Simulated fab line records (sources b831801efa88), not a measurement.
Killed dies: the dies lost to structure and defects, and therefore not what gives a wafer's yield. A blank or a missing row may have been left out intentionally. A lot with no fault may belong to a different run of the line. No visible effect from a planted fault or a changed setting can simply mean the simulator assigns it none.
Comparing a struck lot with a sound one    flow sky130    38 out of 708 route steps
Sound: the wafers L800.3, L800.5, L800.6. Wafers L813.1, L813.3, L813.4 were the ones struck. The cause is named last.
Order at every step that has rows: each side's tool, ch and its chambers, its first start. Under that, the readings that differ: sound wafers    struck wafers    difference of the means    sigmas: that difference in standard deviations of wafers without a fault.
alike: readings whose means differ by less than 2 such deviations, and words and numbers that are the same on both sides. not compared: withheld readings, readings that some wafer has no value for, bounds like >300 that may hide the same value, and numbers for which the record gives no deviation and whose values overlap.
A row with sigmas, a row that says differs or no value, or rows on one side alone: a step with any of these is where the two part. Non-overlapping numbers with no deviation appear without sigmas and do not part them. A reading missing from all wafers of one side parts the sides only when that side holds two or more wafers.

first, 9 steps without rows for these wafers: SKY_VIA2_SPUTTER_20 (material TiN, target thk 20 nm, time 80 s); SKY_VIA2_CVD_21 (deposits W, target thk 420 nm, time 126.4 s); SKY_VIA2_CMP_24 (polishes, stops on SiO2, t overpolish 20 s, target thk 0 nm); SKY_METAL3_SPUTTER_00 (material Ti, target thk 15 nm, time 10 s); SKY_METAL3_SPUTTER_01 (material TiN, target thk 20 nm, time 16.7 s); SKY_METAL3_SPUTTER_02 (material AlCu, target thk 735 nm, time 39.1 s); SKY_METAL3_SPUTTER_03 (material Ti, target thk 5 nm, time 3.3 s); SKY_METAL3_SPUTTER_04 (material TiN, target thk 70 nm, time 58.3 s); SKY_CAPM_CVD_00 (deposits SiO2, target thk 15.5 nm).
SKY_CAPM_SPUTTER_02: material TiN, target thk 200 nm, time 166.7 s.
  sound on pvd-sputter-03 at day 39 12:02; struck on pvd-sputter-03 at day 41 21:56
reading                                   sound                 struck                difference  sigmas
cathode-dc-power-W (W)                    6500.4 6500.5 6501.6  5640.9 5641.2 5642.3  -859.4      -99 or more
model.TiN_of_CAPM_SPUTTER_02.thk-nm (nm)  202.9 202.3 202.1     173.8 176.2 177.1     -26.7       
  alike: substrate-temp-c, throttle-valve-pct
SKY_CAPM_RS_MEAS_03: uses a four-point probe to measure.
  sound on film-metro-03 at day 39 12:11; struck on film-metro-03 at day 41 22:02
reading               sound           struck          difference  sigmas
CAPM_TIN_RS (ohm/sq)  6.78 6.83 6.84  7.98 7.89 7.82  +1.08       +15
SKY_CAPM_THK_MEAS_04: measures by xrf.
  sound on film-metro-03 at day 39 12:17; struck on film-metro-03 at day 41 22:10
reading            sound              struck             difference  sigmas
CAPM_TIN_THK (nm)  203.6 203.9 202.9  176.0 177.4 178.7  -26.1       -11
then, 7 steps without rows for these wafers: SKY_CAPM_DEHYDRATE_05 (time 60 s); SKY_CAPM_HMDS_06 (prime time 60 s); SKY_CAPM_COAT_07 (resist thk 1140 nm); SKY_CAPM_SOFTBAKE_08 (time 60 s); SKY_CAPM_EXPOSE_09 (exposes mask CAPM, target cd 1000 nm); SKY_CAPM_PEB_10; SKY_CAPM_DEVELOP_11 (develop time 60 s).
SKY_CAPM_METAL_ETCH_13: etches TiN in Cl2/BCl3, stops on SiO2, target depth 220 nm, time 62.9 s.
  sound on rie-metal-04 ch 0,1, day 40 09:46; struck on rie-metal-02 ch 0,1, day 42 21:59
reading                 sound                 struck                difference  sigmas
oes-product-au (a.u.)   0.947 0.948 0.943     0.862 0.871 0.872     -0.078      -11
throttle-valve-pct (%)  21.899 21.908 21.907  21.945 21.944 21.946  +0.040      +4
  alike: drypump-motor-current-A
  not compared: rf-hours-counter-h
then, 16 steps without rows for these wafers: SKY_CAPM_STRIP_14 (strips in O2/N2); SKY_CAPM_STRIP_15 (strips in post etch residue remover, time 1200 s); SKY_CAPM_CLEAN_16 (cleans in IPA, time 180 s); SKY_CAPM_CLEAN_17 (cleans in O3/DIW); SKY_METAL3_DEHYDRATE_05 (time 60 s); SKY_METAL3_HMDS_06 (prime time 60 s); SKY_METAL3_COAT_07 (resist thk 60 nm); SKY_METAL3_COAT_08 (resist thk 1140 nm); SKY_METAL3_SOFTBAKE_09 (time 90 s); SKY_METAL3_EXPOSE_10 (exposes mask MM3, target cd 300 nm); SKY_METAL3_PEB_11; SKY_METAL3_DEVELOP_12 (develop time 60 s); SKY_METAL3_DESCUM_15 (chemistry O2, time 8 s); SKY_METAL3_ETCH_16 (etches BARC in N2/H2, stops on SiO2, time 88.2 s, target depth 60 nm); SKY_METAL3_ETCH_17 (etches SiO2 in C4F8/O2/Ar, stops on TiN, time 3.9 s, target depth 15 nm); SKY_METAL3_METAL_ETCH_18 (etches the open film in Cl2/BCl3, stops on SiO2, target depth 845 nm, time 183.1 s).
SKY_METAL3_STRIP_20: strips in post etch residue remover, time 1200 s.
  sound on wet-bench-04 ch 2, day 41 10:29; struck on wet-bench-02 ch 0, day 43 21:26
reading                                   sound              struck           difference  sigmas
model.TiN_of_CAPM_SPUTTER_02.thk-nm (nm)  202.1 201.5 201.2  173 175.3 176.3  -27         
-- the record jumps here: 6 days lie between the struck wafers' starts before and after (it left off in module METAL3 and takes up again in module PAD_OPEN, whose first step shown is number 708 of the route) --
SKY_PAD_OPEN_PROBE_99:
  sound on prober-01 at day 48 04:15; struck on prober-02 at day 50 02:10
reading                           sound             struck             difference  sigmas
model.etest.cap-mim.plate-ohm-sq  5.893 5.95 5.965  6.974 6.836 6.841  +0.948      
model.etest.cap-mim.bv-v (V)      13.5 14.16 13.92  13.47 13.14 13.01  -0.65       
  alike: defect-limited-yield, killed_at_M0_to_M3, killed_at_M4_up, killed-at-contacts, killed-at-front-end, killed-at-other, killed-dies, killed-open, killed-short, sort_bin_3_pad_short, sort_bin_5_function, sort_bin_6_memory, sort-n-pass, sort-yield-pct
  not compared: model.etest.cap-mim.leak-log10-a-cm2

== WHERE THEY PART ==
Earliest at SKY_CAPM_SPUTTER_02; latest, in this record, at SKY_CAPM_METAL_ETCH_13. Later steps at which nothing parts them and some readings are alike: SKY_PAD_OPEN_PROBE_99.

WHY: whatever the simulator had introduced
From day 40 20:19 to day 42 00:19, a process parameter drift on pvd-sputter-03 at SKY_CAPM_SPUTTER_02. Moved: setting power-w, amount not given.
